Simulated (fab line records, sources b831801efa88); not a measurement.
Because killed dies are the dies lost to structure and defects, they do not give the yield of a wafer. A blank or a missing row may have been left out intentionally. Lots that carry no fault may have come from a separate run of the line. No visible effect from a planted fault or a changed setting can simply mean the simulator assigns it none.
The same fault as seen by 2 desks | flow gf180mcu | each desk holds nothing but its own numbers, with what lay behind them at the end

THE TOOL OWNER'S DESK: pecvd-03
The tool's own readings at GF_PASSIVATION_CVD_00 (deposits SiO2 from TEOS, target thk 1000 nm, time 111.95 s): means of the sampled wafers that have a number, for each lot that ran on this tool. Any lot whose mean is over 4 standard deviations away from the usual mean is out of limits and marked OUT; that distance is given in the brackets.
Columns: A = heater-power-outer-w at GF_PASSIVATION_CVD_00, usual 357 W; B = heater-power-w at GF_PASSIVATION_CVD_00, usual 624 W
lot  | first seen here | A   | B
L400 | day 28 17:50    | 365 | 637
L403 | day 29 13:07    | 398 | 673
L408 | day 30 21:02    | 341 | 596
L409 | day 31 09:10    | 387 | 681
Result from this desk: across the 4 lots, nothing is out of limits.

THE METROLOGY DESK
Means of the sampled wafers that have a number, per lot and without regard to the tool the lot ran on: this is what the gauges read. Any lot whose mean is over 4 standard deviations away from the usual mean is out of limits and marked OUT; that distance is given in the brackets.
Columns: A = V5_W_THK at GF_V5_THK_MEAS_25, usual 370 nm; B = PASSIVATION_CVD_00_THK at GF_PASSIVATION_THK_MEAS_01, usual 999 nm
lot  | first seen here | A   | B
L400 | day 27 20:45    | 375 | 1001
L403 | day 28 13:24    | 375 | 985
L408 | day 30 01:15    | 369 | 630 (-28) OUT
L409 | day 30 13:49    | 367 | 643 (-27) OUT
L410 | day 30 14:30    | 366 | 989
L412 | day 31 09:08    | 375 | 1006
L413 | day 31 13:54    | 372 | 1002
L414 | day 31 22:30    | 377 | 1016
L416 | day 32 07:29    | 377 | 996
L417 | day 32 20:17    | 375 | 1001
L420 | day 33 04:56    | 374 | 1011
L422 | day 33 14:17    | 373 | 1012
This desk's finding: out of limits on L408, L409; first on L408, day 30 21:07 (PASSIVATION_CVD_00_THK at GF_PASSIVATION_THK_MEAS_01). In limits: L400, L403, L410, L412, L413, L414, L416, L417, L420, L422.

TAKEN TOGETHER
An alarm was possible from the metrology desk at day 30 21:07, on L408, L409.
The desk of the tool owner found nothing out of limits.
Tool owner's desk: L408, L409 on record, inside its limits.
Of the lots named, all ran GF_PASSIVATION_CVD_00 on pecvd-03.

WHAT THE SIMULATOR HAD PUT IN
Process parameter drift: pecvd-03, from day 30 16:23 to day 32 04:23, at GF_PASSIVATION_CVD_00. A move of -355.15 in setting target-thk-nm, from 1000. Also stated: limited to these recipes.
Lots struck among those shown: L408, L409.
Hours from the fault's start to each desk's first reading out of limits: the metrology desk, 5.
